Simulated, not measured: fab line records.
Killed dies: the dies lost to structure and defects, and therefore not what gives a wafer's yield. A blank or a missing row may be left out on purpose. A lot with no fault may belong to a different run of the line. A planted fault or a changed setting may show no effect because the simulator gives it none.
fab line records / flow sky130
record: lots: 6 wafers: 18 lastDay: 50
route steps=708 shown LOCAL_INTERCONNECT@389
lots that met no fault: taken from a fault-free run of the same line
startH: start of the lot's first displayed wafer, in hours after the record's first day / waitH: hours since the lot's step before / " unchanged from the row above / L1.1+2: several wafers, shown together as one row / - no value present, or no start provided / * or withheld: withheld / < > ~ a bound
route shown NAME@n: NAME is a module with steps in the file, n the number in the route of the first one / usual: mean/standard deviation of fault-free wafers / same: alike in all rows / chamber/n: place in a boat / sites: per-site readings / _std_site: standard deviation of those values / _edge_site: mean of outer sites minus mean of inner sites / radiusMm: how far each site lies from the wafer's centre / mask NAME#n: copy n / behind: the most recent tool/chamber to have shaped the wafer / hold: why the lot went on hold/how many hours it stayed there/how the hold came to an end / device: which transistor (n, p or np) failed to switch / end of line: at the end of the route, the tests of the same wafers / a step given without rows: its recipe and nothing more / killed: at the first sort, the dies lost to defects and structure; wafer yield is something else / map: the dies of a wafer, with x for killed, . for not killed, _ for no die there
set.NAME: the setting as run; set.NAME@STEP: as run at that earlier step / model.NAME: the simulator's own value behind a step, which no gauge read
lots at selected steps of the route; one table per step, one row per wafer
services: from which hour (startH, from the record's first day; less than 0 if before it) a tool's chamber was out of use, for how many hours, and why
== steps ==
step: SKY_LOCAL_INTERCONNECT_THK_MEAS_02
recipe: thkMeasGauge: xrf reads: TiN_of_LOCAL_INTERCONNECT_SPUTTER_00
usual: LOCAL_INTERCONNECT_TIN_THK: 100.3/1.6
lot.wafer=L382.3 tool=filmMetro-03 chamber=- startH=712.02 waitH=0.1 LOCAL_INTERCONNECT_TIN_THK[nm]=97.2
lot.wafer=L382.4 tool=filmMetro-03 chamber=- startH=712.02 waitH=0.1 LOCAL_INTERCONNECT_TIN_THK[nm]=97.4
lot.wafer=L382.5 tool=filmMetro-03 chamber=- startH=712.02 waitH=0.1 LOCAL_INTERCONNECT_TIN_THK[nm]=97.9
lot.wafer=L383.3 tool=filmMetro-03 chamber=- startH=723.29 waitH=0.1 LOCAL_INTERCONNECT_TIN_THK[nm]=97.7
lot.wafer=L383.5 tool=filmMetro-03 chamber=- startH=723.29 waitH=0.1 LOCAL_INTERCONNECT_TIN_THK[nm]=97.7
lot.wafer=L383.6 tool=filmMetro-03 chamber=- startH=723.29 waitH=0.1 LOCAL_INTERCONNECT_TIN_THK[nm]=97.5
lot.wafer=L386.1 tool=filmMetro-03 chamber=- startH=750.35 waitH=0.1 LOCAL_INTERCONNECT_TIN_THK[nm]=101.1
lot.wafer=L386.2 tool=filmMetro-03 chamber=- startH=750.35 waitH=0.1 LOCAL_INTERCONNECT_TIN_THK[nm]=100.9
lot.wafer=L386.3 tool=filmMetro-03 chamber=- startH=750.35 waitH=0.1 LOCAL_INTERCONNECT_TIN_THK[nm]=100.2
lot.wafer=L388.2 tool=filmMetro-04 chamber=- startH=760.97 waitH=0.1 LOCAL_INTERCONNECT_TIN_THK[nm]=101.5
lot.wafer=L388.4 tool=filmMetro-04 chamber=- startH=760.97 waitH=0.1 LOCAL_INTERCONNECT_TIN_THK[nm]=100.4
lot.wafer=L388.6 tool=filmMetro-04 chamber=- startH=760.97 waitH=0.1 LOCAL_INTERCONNECT_TIN_THK[nm]=101.8
lot.wafer=L396.1 tool=filmMetro-03 chamber=- startH=818.79 waitH=0.1 LOCAL_INTERCONNECT_TIN_THK[nm]=99.9
lot.wafer=L396.2 tool=filmMetro-03 chamber=- startH=818.79 waitH=0.1 LOCAL_INTERCONNECT_TIN_THK[nm]=100.9
lot.wafer=L396.6 tool=filmMetro-03 chamber=- startH=818.79 waitH=0.1 LOCAL_INTERCONNECT_TIN_THK[nm]=100.3
lot.wafer=L399.2 tool=filmMetro-02 chamber=- startH=848.00 waitH=0.1 LOCAL_INTERCONNECT_TIN_THK[nm]=101.4
lot.wafer=L399.3 tool=filmMetro-02 chamber=- startH=848.00 waitH=0.1 LOCAL_INTERCONNECT_TIN_THK[nm]=103.2
lot.wafer=L399.5 tool=filmMetro-02 chamber=- startH=848.00 waitH=0.1 LOCAL_INTERCONNECT_TIN_THK[nm]=102.5
step: SKY_LOCAL_INTERCONNECT_DEHYDRATE_03
recipe: tempC: 200 timeS: 60
step: SKY_LOCAL_INTERCONNECT_HMDS_04
recipe: primeTimeS: 60 primeTempC: 120
step: SKY_LOCAL_INTERCONNECT_COAT_05
recipe: resist: BARC tempC: withheld timeS: withheld spinRpm: 3000 resistThkNm: 60
step: SKY_LOCAL_INTERCONNECT_COAT_06
recipe: resist: KrF-thick spinRpm: 3000 resistThkNm: 450
step: SKY_LOCAL_INTERCONNECT_SOFTBAKE_07
recipe: tempC: 100 timeS: 90 resist: KrF-thick
step: SKY_LOCAL_INTERCONNECT_EXPOSE_08
recipe: maskId: LI1M na: 0.8 sourceShape: annular sigmaInner: 0.55 sigmaOuter: 0.85 targetCdNm: 170 doseMj: 28
step: SKY_LOCAL_INTERCONNECT_PEB_09
recipe: pebTempC: withheld pebTimeS: withheld resist: KrF-thick
step: SKY_LOCAL_INTERCONNECT_DEVELOP_10
recipe: developTimeS: 60 resist: KrF-thick devTempC: 21
step: SKY_LOCAL_INTERCONNECT_CD_MEAS_11
recipe: targetCdNm: 170
usual: cdNm: 169.9/1.9
lot.wafer=L382.3 tool=cdSem-02 chamber=- startH=739.33 waitH=- cdNm=169.8
lot.wafer=L382.4 tool=cdSem-02 chamber=- startH=739.33 waitH=- cdNm=170.7
lot.wafer=L382.5 tool=cdSem-02 chamber=- startH=739.33 waitH=- cdNm=171.9
lot.wafer=L383.3 tool=cdSem-02 chamber=- startH=749.98 waitH=- cdNm=171.4
lot.wafer=L383.5 tool=cdSem-02 chamber=- startH=749.98 waitH=- cdNm=170.6
lot.wafer=L383.6 tool=cdSem-02 chamber=- startH=749.98 waitH=- cdNm=172.0
lot.wafer=L386.1 tool=cdSem-01 chamber=- startH=776.44 waitH=- cdNm=171.5
lot.wafer=L386.2 tool=cdSem-01 chamber=- startH=776.44 waitH=- cdNm=171.0
lot.wafer=L386.3 tool=cdSem-01 chamber=- startH=776.44 waitH=- cdNm=172.3
lot.wafer=L388.2 tool=cdSem-02 chamber=- startH=787.90 waitH=- cdNm=168.4
lot.wafer=L388.4 tool=cdSem-02 chamber=- startH=787.90 waitH=- cdNm=167.0
lot.wafer=L388.6 tool=cdSem-02 chamber=- startH=787.90 waitH=- cdNm=165.9
lot.wafer=L396.1 tool=cdSem-02 chamber=- startH=845.44 waitH=- cdNm=167.7
lot.wafer=L396.2 tool=cdSem-02 chamber=- startH=845.44 waitH=- cdNm=168.1
lot.wafer=L396.6 tool=cdSem-02 chamber=- startH=845.44 waitH=- cdNm=168.4
lot.wafer=L399.2 tool=cdSem-01 chamber=- startH=874.11 waitH=- cdNm=167.8
lot.wafer=L399.3 tool=cdSem-01 chamber=- startH=874.11 waitH=- cdNm=166.6
lot.wafer=L399.5 tool=cdSem-01 chamber=- startH=874.11 waitH=- cdNm=167.2
step: SKY_LOCAL_INTERCONNECT_OVL_MEAS_12
usual: LOCAL_INTERCONNECT_OVL: 1/6
lot.wafer=L382.3 tool=overlay-02 chamber=- startH=739.42 waitH=0.1 LOCAL_INTERCONNECT_OVL[nm]=-4
lot.wafer=L382.4 tool=overlay-02 chamber=- startH=739.42 waitH=0.1 LOCAL_INTERCONNECT_OVL[nm]=-7
lot.wafer=L382.5 tool=overlay-02 chamber=- startH=739.42 waitH=0.1 LOCAL_INTERCONNECT_OVL[nm]=-6
lot.wafer=L383.3 tool=overlay-01 chamber=- startH=750.07 waitH=0.1 LOCAL_INTERCONNECT_OVL[nm]=-10
lot.wafer=L383.5 tool=overlay-01 chamber=- startH=750.07 waitH=0.1 LOCAL_INTERCONNECT_OVL[nm]=-4
lot.wafer=L383.6 tool=overlay-01 chamber=- startH=750.07 waitH=0.1 LOCAL_INTERCONNECT_OVL[nm]=-2
lot.wafer=L386.1 tool=overlay-01 chamber=- startH=776.56 waitH=0.1 LOCAL_INTERCONNECT_OVL[nm]=-8
lot.wafer=L386.2 tool=overlay-01 chamber=- startH=776.56 waitH=0.1 LOCAL_INTERCONNECT_OVL[nm]=-13
lot.wafer=L386.3 tool=overlay-01 chamber=- startH=776.56 waitH=0.1 LOCAL_INTERCONNECT_OVL[nm]=-3
lot.wafer=L388.2 tool=overlay-02 chamber=- startH=788.01 waitH=0.1 LOCAL_INTERCONNECT_OVL[nm]=4
lot.wafer=L388.4 tool=overlay-02 chamber=- startH=788.01 waitH=0.1 LOCAL_INTERCONNECT_OVL[nm]=0
lot.wafer=L388.6 tool=overlay-02 chamber=- startH=788.01 waitH=0.1 LOCAL_INTERCONNECT_OVL[nm]=2
lot.wafer=L396.1 tool=overlay-01 chamber=- startH=845.56 waitH=0.1 LOCAL_INTERCONNECT_OVL[nm]=-1
lot.wafer=L396.2 tool=overlay-01 chamber=- startH=845.56 waitH=0.1 LOCAL_INTERCONNECT_OVL[nm]=-1
lot.wafer=L396.6 tool=overlay-01 chamber=- startH=845.56 waitH=0.1 LOCAL_INTERCONNECT_OVL[nm]=-7
lot.wafer=L399.2 tool=overlay-02 chamber=- startH=874.22 waitH=0.1 LOCAL_INTERCONNECT_OVL[nm]=4
lot.wafer=L399.3 tool=overlay-02 chamber=- startH=874.22 waitH=0.1 LOCAL_INTERCONNECT_OVL[nm]=-8
lot.wafer=L399.5 tool=overlay-02 chamber=- startH=874.22 waitH=0.1 LOCAL_INTERCONNECT_OVL[nm]=-1
step: SKY_LOCAL_INTERCONNECT_ETCH_13
recipe: chemistry: N2/H2 target: BARC ionEnergyEv: 200 biasW: 100 pressureMtorr: 30 n2FlowSccm: 100 h2FlowSccm: 200 icpW: 500 stopOn: SiO2 timeS: 45.9 targetDepthA: 600
usual: biasW: 100.01/0.27 chamberPressureMTorr: 30.000/0.025 drypumpMotorCurrentA: 5.8/0.43 oesProductAu: 0.855/0.0044 rfFwdPowerW: 494.2/1.9 throttleValvePct: 13.226/0.0083
lot.wafer=L382.3 tool=rieMetal-04 chamber=0 startH=739.47 waitH=0.0 biasW=99.53 chamberPressureMTorr=30.012 drypumpMotorCurrentA=6.8 oesProductAu=0.850 rfFwdPowerW=493.8 rfHoursCounterH=- throttleValvePct=13.222
lot.wafer=L382.4 tool=rieMetal-04 chamber=1 startH=739.47 waitH=0.0 biasW=99.94 chamberPressureMTorr=30.055 drypumpMotorCurrentA=5.6 oesProductAu=0.853 rfFwdPowerW=490.9 rfHoursCounterH=- throttleValvePct=13.235
lot.wafer=L382.5 tool=rieMetal-04 chamber=0 startH=739.47 waitH=0.0 biasW=99.35 chamberPressureMTorr=29.995 drypumpMotorCurrentA=6.8 oesProductAu=0.858 rfFwdPowerW=491.8 rfHoursCounterH=- throttleValvePct=13.227
lot.wafer=L383.3 tool=rieMetal-03 chamber=0 startH=750.12 waitH=0.0 biasW=100.67 chamberPressureMTorr=29.983 drypumpMotorCurrentA=5.7 oesProductAu=0.857 rfFwdPowerW=493.5 rfHoursCounterH=- throttleValvePct=13.242
lot.wafer=L383.5 tool=rieMetal-03 chamber=1 startH=750.12 waitH=0.0 biasW=99.91 chamberPressureMTorr=29.981 drypumpMotorCurrentA=5.5 oesProductAu=0.853 rfFwdPowerW=495.6 rfHoursCounterH=- throttleValvePct=13.225
lot.wafer=L383.6 tool=rieMetal-03 chamber=0 startH=750.12 waitH=0.0 biasW=100.48 chamberPressureMTorr=30.001 drypumpMotorCurrentA=5.6 oesProductAu=0.858 rfFwdPowerW=492.1 rfHoursCounterH=- throttleValvePct=13.230
lot.wafer=L386.1 tool=rieMetal-04 chamber=0 startH=776.60 waitH=0.0 biasW=100.02 chamberPressureMTorr=29.994 drypumpMotorCurrentA=6.8 oesProductAu=0.856 rfFwdPowerW=494.3 rfHoursCounterH=16 throttleValvePct=13.231
lot.wafer=L386.2 tool=rieMetal-04 chamber=0 startH=776.60 waitH=0.0 biasW=100.05 chamberPressureMTorr=30.044 drypumpMotorCurrentA=6.8 oesProductAu=0.855 rfFwdPowerW=489.7 rfHoursCounterH=- throttleValvePct=13.238
lot.wafer=L386.3 tool=rieMetal-04 chamber=0 startH=776.60 waitH=0.0 biasW=100.24 chamberPressureMTorr=29.984 drypumpMotorCurrentA=6.8 oesProductAu=0.850 rfFwdPowerW=489.6 rfHoursCounterH=- throttleValvePct=13.229
lot.wafer=L388.2 tool=rieMetal-03 chamber=1 startH=788.04 waitH=0.0 biasW=100.21 chamberPressureMTorr=29.997 drypumpMotorCurrentA=5.5 oesProductAu=0.846 rfFwdPowerW=492.5 rfHoursCounterH=2 throttleValvePct=13.211
lot.wafer=L388.4 tool=rieMetal-03 chamber=1 startH=788.04 waitH=0.0 biasW=100.38 chamberPressureMTorr=30.023 drypumpMotorCurrentA=5.5 oesProductAu=0.864 rfFwdPowerW=493.7 rfHoursCounterH=- throttleValvePct=13.230
lot.wafer=L388.6 tool=rieMetal-03 chamber=1 startH=788.04 waitH=0.0 biasW=100.28 chamberPressureMTorr=29.976 drypumpMotorCurrentA=5.5 oesProductAu=0.846 rfFwdPowerW=493.0 rfHoursCounterH=- throttleValvePct=13.222
lot.wafer=L396.1 tool=rieMetal-01 chamber=1 startH=845.60 waitH=0.0 biasW=99.82 chamberPressureMTorr=29.998 drypumpMotorCurrentA=5.6 oesProductAu=0.854 rfFwdPowerW=498.4 rfHoursCounterH=17 throttleValvePct=13.230
lot.wafer=L396.2 tool=rieMetal-01 chamber=0 startH=845.60 waitH=0.0 biasW=100.05 chamberPressureMTorr=30.014 drypumpMotorCurrentA=6.1 oesProductAu=0.858 rfFwdPowerW=495.2 rfHoursCounterH=4 throttleValvePct=13.226
lot.wafer=L396.6 tool=rieMetal-01 chamber=0 startH=845.60 waitH=0.0 biasW=100.27 chamberPressureMTorr=29.994 drypumpMotorCurrentA=6.1 oesProductAu=0.850 rfFwdPowerW=497.1 rfHoursCounterH=- throttleValvePct=13.230
lot.wafer=L399.2 tool=rieMetal-03 chamber=1 startH=874.25 waitH=0.0 biasW=99.83 chamberPressureMTorr=30.097 drypumpMotorCurrentA=5.5 oesProductAu=0.858 rfFwdPowerW=493.9 rfHoursCounterH=5 throttleValvePct=13.234
lot.wafer=L399.3 tool=rieMetal-03 chamber=0 startH=874.25 waitH=0.0 biasW=100.01 chamberPressureMTorr=29.984 drypumpMotorCurrentA=5.6 oesProductAu=0.852 rfFwdPowerW=492.0 rfHoursCounterH=- throttleValvePct=13.240
lot.wafer=L399.5 tool=rieMetal-03 chamber=1 startH=874.25 waitH=0.0 biasW=99.83 chamberPressureMTorr=29.990 drypumpMotorCurrentA=5.5 oesProductAu=0.855 rfFwdPowerW=492.3 rfHoursCounterH=- throttleValvePct=13.228
step: SKY_LOCAL_INTERCONNECT_METAL_ETCH_14
recipe: targetDepthNm: 110 stopOn: PSG chemistry: Cl2/BCl3 target: TiN resistSidewallDeg: 88 pressureMtorr: 10 icpW: 900 biasW: 48.5 Cl2_flow_sccm: 60 bcl3FlowSccm: 30 timeS: 31.4
usual: biasW: 48.52/0.12 chamberPressureMTorr: 10.000/0.0082 drypumpMotorCurrentA: 5.8/0.44 oesProductAu: 0.944/0.0097 rfFwdPowerW: 887/3.4 throttleValvePct: 21.899/0.011
lot.wafer=L382.3 tool=rieMetal-04 chamber=0 startH=739.53 waitH=0.0 biasW=48.37 chamberPressureMTorr=9.999 drypumpMotorCurrentA=6.8 oesProductAu=0.927 rfFwdPowerW=883 rfHoursCounterH=- throttleValvePct=21.913 model.KrF-thick_of_LOCAL_INTERCONNECT_COAT_06.thkNm=353.8 model.LOCAL_INTERCONNECT.featureDepthNm=97.64
lot.wafer=L382.4 tool=rieMetal-04 chamber=1 startH=739.53 waitH=0.0 biasW=48.40 chamberPressureMTorr=9.998 drypumpMotorCurrentA=5.6 oesProductAu=0.930 rfFwdPowerW=886 rfHoursCounterH=- throttleValvePct=21.886 model.KrF-thick_of_LOCAL_INTERCONNECT_COAT_06.thkNm=349.3 model.LOCAL_INTERCONNECT.featureDepthNm=97.9
lot.wafer=L382.5 tool=rieMetal-04 chamber=0 startH=739.53 waitH=0.0 biasW=48.49 chamberPressureMTorr=10.004 drypumpMotorCurrentA=6.8 oesProductAu=0.938 rfFwdPowerW=886 rfHoursCounterH=- throttleValvePct=21.902 model.KrF-thick_of_LOCAL_INTERCONNECT_COAT_06.thkNm=354.3 model.LOCAL_INTERCONNECT.featureDepthNm=98.58
lot.wafer=L383.3 tool=rieMetal-03 chamber=0 startH=750.18 waitH=0.0 biasW=48.66 chamberPressureMTorr=9.986 drypumpMotorCurrentA=5.7 oesProductAu=0.931 rfFwdPowerW=885 rfHoursCounterH=- throttleValvePct=21.891 model.KrF-thick_of_LOCAL_INTERCONNECT_COAT_06.thkNm=345.7 model.LOCAL_INTERCONNECT.featureDepthNm=98.03
lot.wafer=L383.5 tool=rieMetal-03 chamber=1 startH=750.18 waitH=0.0 biasW=65.05 chamberPressureMTorr=9.994 drypumpMotorCurrentA=5.5 oesProductAu=0.930 rfFwdPowerW=893 rfHoursCounterH=- throttleValvePct=21.920 model.KrF-thick_of_LOCAL_INTERCONNECT_COAT_06.thkNm=344.1 model.LOCAL_INTERCONNECT.featureDepthNm=100.6
lot.wafer=L383.6 tool=rieMetal-03 chamber=0 startH=750.18 waitH=0.0 biasW=48.51 chamberPressureMTorr=10.000 drypumpMotorCurrentA=5.6 oesProductAu=0.926 rfFwdPowerW=889 rfHoursCounterH=- throttleValvePct=21.902 model.KrF-thick_of_LOCAL_INTERCONNECT_COAT_06.thkNm=345.9 model.LOCAL_INTERCONNECT.featureDepthNm=98.08
lot.wafer=L386.1 tool=rieMetal-04 chamber=0 startH=776.72 waitH=0.1 biasW=48.60 chamberPressureMTorr=10.001 drypumpMotorCurrentA=6.8 oesProductAu=0.946 rfFwdPowerW=883 rfHoursCounterH=16 throttleValvePct=21.890 model.KrF-thick_of_LOCAL_INTERCONNECT_COAT_06.thkNm=351.6 model.LOCAL_INTERCONNECT.featureDepthNm=101.1
lot.wafer=L386.2 tool=rieMetal-04 chamber=0 startH=776.72 waitH=0.1 biasW=48.54 chamberPressureMTorr=10.001 drypumpMotorCurrentA=6.8 oesProductAu=0.947 rfFwdPowerW=880 rfHoursCounterH=- throttleValvePct=21.899 model.KrF-thick_of_LOCAL_INTERCONNECT_COAT_06.thkNm=350.6 model.LOCAL_INTERCONNECT.featureDepthNm=101.2
lot.wafer=L386.3 tool=rieMetal-04 chamber=0 startH=776.72 waitH=0.1 biasW=48.46 chamberPressureMTorr=9.994 drypumpMotorCurrentA=6.8 oesProductAu=0.947 rfFwdPowerW=884 rfHoursCounterH=- throttleValvePct=21.881 model.KrF-thick_of_LOCAL_INTERCONNECT_COAT_06.thkNm=351.7 model.LOCAL_INTERCONNECT.featureDepthNm=100.5
lot.wafer=L388.2 tool=rieMetal-03 chamber=1 startH=788.10 waitH=0.0 biasW=65.24 chamberPressureMTorr=9.984 drypumpMotorCurrentA=5.5 oesProductAu=0.951 rfFwdPowerW=893 rfHoursCounterH=2 throttleValvePct=21.878 model.KrF-thick_of_LOCAL_INTERCONNECT_COAT_06.thkNm=345.7 model.LOCAL_INTERCONNECT.featureDepthNm=104.1
lot.wafer=L388.4 tool=rieMetal-03 chamber=1 startH=788.10 waitH=0.0 biasW=65.30 chamberPressureMTorr=10.008 drypumpMotorCurrentA=5.5 oesProductAu=0.937 rfFwdPowerW=891 rfHoursCounterH=- throttleValvePct=21.899 model.KrF-thick_of_LOCAL_INTERCONNECT_COAT_06.thkNm=345.7 model.LOCAL_INTERCONNECT.featureDepthNm=102.9
lot.wafer=L388.6 tool=rieMetal-03 chamber=1 startH=788.10 waitH=0.0 biasW=65.26 chamberPressureMTorr=10.001 drypumpMotorCurrentA=5.5 oesProductAu=0.954 rfFwdPowerW=892 rfHoursCounterH=- throttleValvePct=21.876 model.KrF-thick_of_LOCAL_INTERCONNECT_COAT_06.thkNm=343.8 model.LOCAL_INTERCONNECT.featureDepthNm=104.2
lot.wafer=L396.1 tool=rieMetal-01 chamber=1 startH=845.66 waitH=0.0 biasW=48.51 chamberPressureMTorr=10.002 drypumpMotorCurrentA=5.6 oesProductAu=0.946 rfFwdPowerW=892 rfHoursCounterH=17 throttleValvePct=21.917 model.KrF-thick_of_LOCAL_INTERCONNECT_COAT_06.thkNm=348.4 model.LOCAL_INTERCONNECT.featureDepthNm=99.59
lot.wafer=L396.2 tool=rieMetal-01 chamber=0 startH=845.66 waitH=0.0 biasW=48.48 chamberPressureMTorr=9.985 drypumpMotorCurrentA=6.1 oesProductAu=0.946 rfFwdPowerW=889 rfHoursCounterH=4 throttleValvePct=21.908 model.KrF-thick_of_LOCAL_INTERCONNECT_COAT_06.thkNm=351.8 model.LOCAL_INTERCONNECT.featureDepthNm=100.7
lot.wafer=L396.6 tool=rieMetal-01 chamber=0 startH=845.66 waitH=0.0 biasW=48.61 chamberPressureMTorr=9.991 drypumpMotorCurrentA=6.1 oesProductAu=0.944 rfFwdPowerW=893 rfHoursCounterH=- throttleValvePct=21.887 model.KrF-thick_of_LOCAL_INTERCONNECT_COAT_06.thkNm=350.2 model.LOCAL_INTERCONNECT.featureDepthNm=100.6
lot.wafer=L399.2 tool=rieMetal-03 chamber=1 startH=874.31 waitH=0.0 biasW=48.36 chamberPressureMTorr=9.998 drypumpMotorCurrentA=5.4 oesProductAu=0.950 rfFwdPowerW=886 rfHoursCounterH=5 throttleValvePct=21.893 model.KrF-thick_of_LOCAL_INTERCONNECT_COAT_06.thkNm=348.2 model.LOCAL_INTERCONNECT.featureDepthNm=102
lot.wafer=L399.3 tool=rieMetal-03 chamber=0 startH=874.31 waitH=0.0 biasW=48.57 chamberPressureMTorr=10.009 drypumpMotorCurrentA=5.6 oesProductAu=0.956 rfFwdPowerW=891 rfHoursCounterH=- throttleValvePct=21.884 model.KrF-thick_of_LOCAL_INTERCONNECT_COAT_06.thkNm=347 model.LOCAL_INTERCONNECT.featureDepthNm=103.3
lot.wafer=L399.5 tool=rieMetal-03 chamber=1 startH=874.31 waitH=0.0 biasW=48.38 chamberPressureMTorr=10.003 drypumpMotorCurrentA=5.4 oesProductAu=0.968 rfFwdPowerW=884 rfHoursCounterH=- throttleValvePct=21.878 model.KrF-thick_of_LOCAL_INTERCONNECT_COAT_06.thkNm=347.5 model.LOCAL_INTERCONNECT.featureDepthNm=103
step: SKY_LOCAL_INTERCONNECT_STRIP_15
recipe: chemistry: O2/N2 powerW: 1400 pressureMtorr: 1500 platenTempC: withheld o2FlowSccm: 3000 n2FlowSccm: 300 overashFraction: 0.5
usual: chamberPressureMTorr: 1500.0/1.2 drypumpMotorCurrentA: 5.96/0.27 oesProductAu: 0.427/0.0047 stripTimeToEndpointS: 4.732/0.023
lot.wafer=L382.3 tool=plasmaAsher-03 chamber=0 startH=739.59 waitH=0.1 chamberPressureMTorr=1500.0 drypumpMotorCurrentA=5.70 oesProductAu=0.429 rfHoursCounterH=- stripTimeToEndpointS=4.778
lot.wafer=L382.4 tool=plasmaAsher-03 chamber=1 startH=739.59 waitH=0.1 chamberPressureMTorr=1498.4 drypumpMotorCurrentA=6.19 oesProductAu=0.423 rfHoursCounterH=- stripTimeToEndpointS=4.735
lot.wafer=L382.5 tool=plasmaAsher-03 chamber=0 startH=739.59 waitH=0.1 chamberPressureMTorr=1500.7 drypumpMotorCurrentA=5.72 oesProductAu=0.433 rfHoursCounterH=- stripTimeToEndpointS=4.789
lot.wafer=L383.3 tool=plasmaAsher-03 chamber=0 startH=750.24 waitH=0.1 chamberPressureMTorr=1501.3 drypumpMotorCurrentA=5.72 oesProductAu=0.421 rfHoursCounterH=- stripTimeToEndpointS=4.700
lot.wafer=L383.5 tool=plasmaAsher-03 chamber=0 startH=750.24 waitH=0.1 chamberPressureMTorr=1501.2 drypumpMotorCurrentA=5.71 oesProductAu=0.425 rfHoursCounterH=- stripTimeToEndpointS=4.679
lot.wafer=L383.6 tool=plasmaAsher-03 chamber=1 startH=750.24 waitH=0.1 chamberPressureMTorr=1499.3 drypumpMotorCurrentA=6.18 oesProductAu=0.425 rfHoursCounterH=- stripTimeToEndpointS=4.689
lot.wafer=L386.1 tool=plasmaAsher-04 chamber=0 startH=776.83 waitH=0.1 chamberPressureMTorr=1500.1 drypumpMotorCurrentA=6.19 oesProductAu=0.433 rfHoursCounterH=36 stripTimeToEndpointS=4.741
lot.wafer=L386.2 tool=plasmaAsher-04 chamber=1 startH=776.83 waitH=0.1 chamberPressureMTorr=1498.0 drypumpMotorCurrentA=6.10 oesProductAu=0.431 rfHoursCounterH=36 stripTimeToEndpointS=4.750
lot.wafer=L386.3 tool=plasmaAsher-04 chamber=1 startH=776.83 waitH=0.1 chamberPressureMTorr=1501.2 drypumpMotorCurrentA=6.12 oesProductAu=0.427 rfHoursCounterH=- stripTimeToEndpointS=4.754
lot.wafer=L388.2 tool=plasmaAsher-04 chamber=0 startH=788.15 waitH=0.0 chamberPressureMTorr=1497.8 drypumpMotorCurrentA=6.21 oesProductAu=0.428 rfHoursCounterH=37 stripTimeToEndpointS=4.687
lot.wafer=L388.4 tool=plasmaAsher-04 chamber=0 startH=788.15 waitH=0.0 chamberPressureMTorr=1500.1 drypumpMotorCurrentA=6.25 oesProductAu=0.426 rfHoursCounterH=- stripTimeToEndpointS=4.686
lot.wafer=L388.6 tool=plasmaAsher-04 chamber=0 startH=788.15 waitH=0.0 chamberPressureMTorr=1499.5 drypumpMotorCurrentA=6.25 oesProductAu=0.424 rfHoursCounterH=- stripTimeToEndpointS=4.675
lot.wafer=L396.1 tool=plasmaAsher-01 chamber=1 startH=845.71 waitH=0.0 chamberPressureMTorr=1499.0 drypumpMotorCurrentA=5.47 oesProductAu=0.422 rfHoursCounterH=9 stripTimeToEndpointS=4.728
lot.wafer=L396.2 tool=plasmaAsher-01 chamber=0 startH=845.71 waitH=0.0 chamberPressureMTorr=1500.5 drypumpMotorCurrentA=5.83 oesProductAu=0.423 rfHoursCounterH=9 stripTimeToEndpointS=4.764
lot.wafer=L396.6 tool=plasmaAsher-01 chamber=1 startH=845.71 waitH=0.0 chamberPressureMTorr=1498.5 drypumpMotorCurrentA=5.52 oesProductAu=0.422 rfHoursCounterH=- stripTimeToEndpointS=4.750
lot.wafer=L399.2 tool=plasmaAsher-03 chamber=0 startH=874.36 waitH=0.0 chamberPressureMTorr=1502.4 drypumpMotorCurrentA=5.71 oesProductAu=0.430 rfHoursCounterH=73 stripTimeToEndpointS=4.710
lot.wafer=L399.3 tool=plasmaAsher-03 chamber=1 startH=874.36 waitH=0.0 chamberPressureMTorr=1500.6 drypumpMotorCurrentA=6.18 oesProductAu=0.433 rfHoursCounterH=- stripTimeToEndpointS=4.697
lot.wafer=L399.5 tool=plasmaAsher-03 chamber=0 startH=874.36 waitH=0.0 chamberPressureMTorr=1498.7 drypumpMotorCurrentA=5.70 oesProductAu=0.434 rfHoursCounterH=- stripTimeToEndpointS=4.701
== services ==
tool=rieMetal-03 chamber=1 startH=717.32 hours=- kind=clean
tool=rieMetal-03 chamber=1 startH=717.32 hours=17.9 kind=scheduledDown
tool=rieMetal-03 chamber=1 startH=717.32 hours=17.9 kind=ventCycle
tool=rieMetal-04 chamber=- startH=720.59 hours=0.2 kind=repair
tool=plasmaAsher-04 chamber=- startH=724.47 hours=0.4 kind=repair
tool=plasmaAsher-01 chamber=- startH=733.75 hours=9.0 kind=pm
tool=plasmaAsher-04 chamber=- startH=743.99 hours=3.5 kind=repair
tool=rieMetal-04 chamber=1 startH=758.91 hours=- kind=clean
tool=rieMetal-04 chamber=1 startH=758.91 hours=18.0 kind=scheduledDown
tool=rieMetal-04 chamber=1 startH=758.91 hours=18.0 kind=ventCycle
tool=plasmaAsher-01 chamber=- startH=774.43 hours=13.9 kind=repair
tool=rieMetal-04 chamber=0 startH=776.88 hours=- kind=clean
tool=rieMetal-04 chamber=0 startH=776.88 hours=15.3 kind=scheduledDown
tool=rieMetal-04 chamber=- startH=784.30 hours=2.8 kind=pm
tool=plasmaAsher-04 chamber=- startH=801.75 hours=8.8 kind=repair
tool=rieMetal-03 chamber=- startH=805.21 hours=2.6 kind=repair
tool=rieMetal-04 chamber=- startH=818.16 hours=14.6 kind=pm
tool=rieMetal-03 chamber=0 startH=824.18 hours=- kind=clean
tool=rieMetal-03 chamber=0 startH=824.18 hours=17.6 kind=scheduledDown
tool=rieMetal-03 chamber=0 startH=824.18 hours=17.6 kind=ventCycle
tool=rieMetal-04 chamber=0 startH=833.11 hours=7.9 kind=repair
tool=rieMetal-03 chamber=- startH=848.11 hours=0.2 kind=repair
tool=rieMetal-04 chamber=0 startH=848.79 hours=24.9 kind=repair
tool=rieMetal-04 chamber=- startH=857.75 hours=1.4 kind=pm
== key ==
firstSign: step: SKY_LOCAL_INTERCONNECT_METAL_ETCH_14 reading: biasW direction: up sigmas: 99+ usual: 48.52 struck: 65.21
effect none on later readings
modelEffect: step: SKY_LOCAL_INTERCONNECT_METAL_ETCH_14 value: KrF-thick_of_LOCAL_INTERCONNECT_COAT_06.thkNm without: 349.2 struck: 344.8
metAt SKY_LOCAL_INTERCONNECT_METAL_ETCH_14
struckWafers L383.5,L388.2,L388.4,L388.6
sortLeftOut L388.2,L388.4,L388.6
testerLeftOut L383,L388
fault: kind: processParameterDrift tool: rieMetal-03 chamber: 1 onsetH: 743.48 steps: SKY_LOCAL_INTERCONNECT_METAL_ETCH_14 channel: biasW offset: 16.521 shape: step endH: 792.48 actsIn: theseRecipesOnly stated: 48.5
testerLeftOut: of these lots the tester's yield and bins aren't shown, on N5 and GAA mostly nor the transistor test; their killed dies are dies lost to structure and defects alone, not to doping, threshold or leakage, so they don't give the yield
sortLeftOut: the simulated sort isn't trusted on such a fault, so these wafers' sort isn't shown, and their yield isn't known
